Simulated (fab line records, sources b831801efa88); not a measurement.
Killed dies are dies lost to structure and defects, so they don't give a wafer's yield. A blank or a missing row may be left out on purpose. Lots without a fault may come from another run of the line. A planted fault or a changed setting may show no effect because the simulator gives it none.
Which tool did it? | flow gf180mcu | 12 lots, 36 wafers sampled, at 3 steps of a route of 602

WHAT THE GAUGES READ, wafer by wafer
GF_TOP_METAL_RS_MEAS_05: measures by four-point-probe.
lot  | measured     | on            | TOP_METAL_ALCU_RS (ohm/sq)
L824 | day 27 15:05 | film_metro-01 | 0.0326 0.0326 0.0327
L825 | day 27 23:17 | film_metro-03 | 0.0329 0.0329 0.0326
L826 | day 28 06:53 | film_metro-03 | 0.0325 0.0325 0.0325
L827 | day 28 22:12 | film_metro-04 | 0.0322 0.0324 0.0324
L830 | day 29 14:55 | film_metro-03 | 0.0328 0.0328 0.0327
L832 | day 30 10:47 | film_metro-04 | 0.0327 0.0329 0.0328
L838 | day 31 18:08 | film_metro-03 | 0.0328 0.0327 0.0326
L840 | day 32 08:47 | film_metro-03 | 0.0331 0.0336 0.0336
L841 | day 32 12:32 | film_metro-01 | 0.0331 0.0335 0.0330
L843 | day 32 23:41 | film_metro-03 | 0.0326 0.0326 0.0328
L845 | day 33 11:12 | film_metro-03 | 0.0326 0.0326 0.0325
L846 | day 34 00:41 | film_metro-01 | 0.0319 0.0322 0.0321

GF_TOP_METAL_THK_MEAS_06: measures by xrf.
lot  | measured     | on            | TOP_METAL_ALCU_THK (nm)
L824 | day 27 15:11 | film_metro-01 | 892 894 893
L825 | day 27 23:22 | film_metro-03 | 893 896 901
L826 | day 28 07:01 | film_metro-03 | 896 901 896
L827 | day 28 22:19 | film_metro-04 | 889 889 890
L830 | day 29 15:02 | film_metro-03 | 892 892 891
L832 | day 30 10:53 | film_metro-04 | 883 873 879
L838 | day 31 18:16 | film_metro-03 | 897 895 899
L840 | day 32 08:53 | film_metro-03 | 887 871 874
L841 | day 32 12:38 | film_metro-01 | 879 868 875
L843 | day 32 23:48 | film_metro-03 | 897 901 896
L845 | day 33 11:19 | film_metro-03 | 895 896 894
L846 | day 34 00:47 | film_metro-01 | 907 904 900

WHICH TOOL RAN EACH LOT (tool, then ch and the chambers of the sampled wafers, then the start)
lot  | GF_V5_SPUTTER_21
L824 | pvd_sputter-01, day 27 14:07
L825 | pvd_sputter-03, day 27 22:19
L826 | pvd_sputter-03, day 28 05:58
L827 | pvd_sputter-01, day 28 21:17
L830 | pvd_sputter-01, day 29 13:52
L832 | pvd_sputter-01, day 30 09:43
L838 | pvd_sputter-02, day 31 17:07
L840 | pvd_sputter-01, day 32 07:50
L841 | pvd_sputter-02, day 32 11:20
L843 | pvd_sputter-02, day 32 22:46
L845 | pvd_sputter-02, day 33 10:16
L846 | pvd_sputter-03, day 33 23:37
- GF_V5_SPUTTER_21: material Ti, target thk 15 nm, time 80.02 s.

WHAT THE TOOLS THEMSELVES READ (means of the sampled wafers that have a number; where no wafer has one, the mark that the record gives instead)
GF_V5_SPUTTER_21.
lot  | tool           | substrate_temp_c (C) | throttle_valve_pct (%)
L824 | pvd_sputter-01 | 199.94               | 29.2
L825 | pvd_sputter-03 | 200.02               | 28.0
L826 | pvd_sputter-03 | 200.03               | 29.6
L827 | pvd_sputter-01 | 199.99               | 30.1
L830 | pvd_sputter-01 | 199.95               | 28.8
L832 | pvd_sputter-01 | 200.12               | 28.8
L838 | pvd_sputter-02 | 199.98               | 28.8
L840 | pvd_sputter-01 | 200.04               | 29.4
L841 | pvd_sputter-02 | 200.08               | 28.7
L843 | pvd_sputter-02 | 199.96               | 28.6
L845 | pvd_sputter-02 | 199.93               | 27.9
L846 | pvd_sputter-03 | 199.98               | 30.2

THE ANSWER, worked out from the rows above alone
Rule: what is usual is taken from the lots themselves. Put in order of their means at a reading, lots are off if they are a third of the lots or fewer, leave a main group of 4 or more, and stand apart from it by a gap of 3 or more times the standard deviation of the main group's means; of several such gaps the widest counts. A main group whose means are all the same, to the digits that the tables above print for the reading, isn't used. A lot without any number at a reading at which 4 lots or more have one is off too. The other lots that the step has rows for count as sound. The gauges are gone through in route order, then the tools' own readings, and for those a lot's mean is taken as printed above. The first step at which some lot is off is used, and at that step the reading that is off furthest; a lot without a number counts as furthest.
No lot is off at any reading shown: from this, nothing can be told.

WHAT THE SIMULATOR HAD PUT IN
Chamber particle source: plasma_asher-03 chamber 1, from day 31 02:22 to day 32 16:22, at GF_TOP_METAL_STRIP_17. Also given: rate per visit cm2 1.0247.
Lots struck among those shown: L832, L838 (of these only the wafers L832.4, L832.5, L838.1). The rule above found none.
